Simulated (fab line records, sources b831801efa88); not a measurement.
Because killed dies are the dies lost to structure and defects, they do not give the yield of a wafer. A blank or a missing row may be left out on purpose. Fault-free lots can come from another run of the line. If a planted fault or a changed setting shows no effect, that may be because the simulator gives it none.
fab line records | flow sfqLine
[record] lots = 14 wafers = 42 lastDay = 75
route steps=325 shown I5@232
lots that met no fault: from a run of the same line without faults
startH: hours from the record's first day to the start of the lot's first wafer shown | waitH: hours from the lot's prior step to this one | " the same as in the row above | L1.1+2: one row covering several wafers at once | - no value, or no start was given | * or withheld: withheld | < > ~ a bound
route shown NAME@n: a module of which the file shows steps, and the number in the route of the first | usual: mean/standard deviation taken from wafers without a fault | same: alike in all rows | chamber/n: place in a boat | sites: per-site readings | _std_site: standard deviation of those values | _edge_site: outer sites' mean less inner sites' | radiusMm: how far each site lies from the wafer's centre | mask NAME#n: copy n | behind: the most recent tool/chamber to have shaped the wafer | hold: why the lot was held/for how many hours/how that ended | device: names the non-switching transistor (n, p or np) | end of line: at the end of the route, the tests of the same wafers | for a step that has no rows: nothing shown but its recipe | killed: count of dies lost to structure and defects at first sort (not the wafer's yield) | map: shows each die of a wafer: x if killed, . if not, _ if none is there
set.NAME: the setting the step ran with; set.NAME@STEP: the setting that earlier step ran with | model.NAME: the simulator's own value behind a step, which no gauge read
route steps across a sampled set of lots; one table per step, one row per wafer
services: a tool's chamber out of use, with start hour (startH, from the record's first day; less than 0 if before it), hours out, and reason
[[steps]]
[step SFQ_TRILAYER_I5_LITHO_EXPOSE_145]
[recipe] maskId = I5 na = 0.6 sourceShape = conventional sigmaOuter = 0.65 targetCdNm = 700 doseMj = 21.3
[usual] exposureDoseMJCm2 = 21.298/0.023 focusOffsetNm = 0.1/0.52
// columns lot.wafer tool chamber startH waitH mask exposureDoseMJCm2 focusOffsetNm
L906.3 krfScanner-02 0 1151.96 - I5#0 21.282 -0.6
L906.4 " 0 " " I5#0 21.280 1.1
L906.5 " 0 " " I5#0 21.279 -0.1
L907.4 krfScanner-02 0 1154.56 - I5#0 21.295 0.3
L907.5 " 0 " " I5#0 21.286 0.2
L907.6 " 0 " " I5#0 21.255 0.3
L908.1 krfScanner-02 0 1170.76 - I5#0 21.257 -0.3
L908.2 " 0 " " I5#0 21.289 -0.3
L908.3 " 0 " " I5#0 21.284 -0.9
L909.1 krfScanner-02 0 1177.96 - I5#0 21.307 0.2
L909.3 " 0 " " I5#0 21.285 -0.5
L909.6 " 0 " " I5#0 21.292 -0.7
L910.1 krfScanner-02 0 1181.56 - I5#0 21.331 0.5
L910.2 " 0 " " I5#0 21.321 0.4
L910.5 " 0 " " I5#0 21.309 1.0
L911.2 krfScanner-02 0 1184.16 - I5#0 21.298 0.4
L911.4 " 0 " " I5#0 21.292 1.5
L911.5 " 0 " " I5#0 21.305 1.2
L912.2 krfScanner-02 0 1194.34 - I5#0 21.260 0.7
L912.3 " 0 " " I5#0 21.267 0.2
L912.5 " 0 " " I5#0 21.293 0.8
L916.1 krfScanner-02 0 1238.34 - I5#0 20.867 -0.2
L916.5 " 0 " " I5#0 20.856 0.5
L916.6 " 0 " " I5#0 20.861 0.5
L917.1 krfScanner-02 0 1239.54 - I5#0 20.798 -0.3
L917.4 " 0 " " I5#0 20.858 -0.2
L917.5 " 0 " " I5#0 20.854 -0.6
L918.1 krfScanner-02 0 1413.23 - I5#0 20.844 1.0
L918.2 " 0 " " I5#0 20.879 0.2
L918.3 " 0 " " I5#0 20.850 -0.2
L919.2 krfScanner-02 0 1414.63 - I5#0 20.842 0.3
L919.4 " 0 " " I5#0 20.816 -0.4
L919.6 " 0 " " I5#0 20.808 0.3
L927.1 krfScanner-01 0 1495.45 - I5#0 21.255 -0.3
L927.3 " 0 " " I5#0 21.283 0.7
L927.6 " 0 " " I5#0 21.249 0.1
L928.1 krfScanner-01 0 1508.06 - I5#0 21.306 -0.6
L928.4 " 0 " " I5#0 21.339 -0.4
L928.5 " 0 " " I5#0 21.333 -0.8
L929.1 krfScanner-01 0 1535.65 - I5#0 21.337 -0.4
L929.2 " 0 " " I5#0 21.308 -0.6
L929.3 " 0 " " I5#0 21.276 -0.9
[[services]]
// columns tool chamber startH hours kind
krfScanner-01 - 1136.65 1.3 pm
krfScanner-02 - 1140.46 3.9 repair
krfScanner-01 - 1166.67 0.2 repair
krfScanner-01 - 1185.69 0.4 repair
krfScanner-01 - 1189.79 1.0 pm
krfScanner-01 - 1206.39 0.8 pm
krfScanner-02 - 1237.34 1.0 pm
krfScanner-01 - 1243.46 4.0 pm
krfScanner-02 - 1248.39 3.6 pm
krfScanner-02 - 1254.34 0.8 pm
krfScanner-01 - 1270.04 2.8 repair
krfScanner-02 - 1274.96 1.3 pm
krfScanner-01 - 1312.31 1.3 pm
krfScanner-02 - 1337.83 72.0 pm
krfScanner-01 - 1388.68 1.0 pm
krfScanner-01 - 1404.08 0.8 pm
krfScanner-02 - 1409.83 1.0 pm
krfScanner-01 - 1443.23 3.6 pm
krfScanner-02 - 1450.21 1.3 pm
krfScanner-01 - 1488.73 1.3 pm
krfScanner-01 - 1513.78 3.1 repair
krfScanner-01 - 1527.73 1.0 pm
[[key]]
[firstSign] step = SFQ_TRILAYER_I5_LITHO_EXPOSE_145 reading = exposureDoseMJCm2 direction = down sigmas = 20 usual = 21.298 struck = 20.844
effect none on later readings
metAt SFQ_TRILAYER_I5_LITHO_EXPOSE_145
struckLots L916,L917,L918,L919
onsetBetween 1194.34 1238.34
[fault] kind = processParameterDrift tool = krfScanner-02 chamber = - onsetH = 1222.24 steps = SFQ_TRILAYER_I5_LITHO_EXPOSE_145 channel = doseMj offset = -0.45811 shape = step actsIn = theseRecipesOnly stated = 21.3
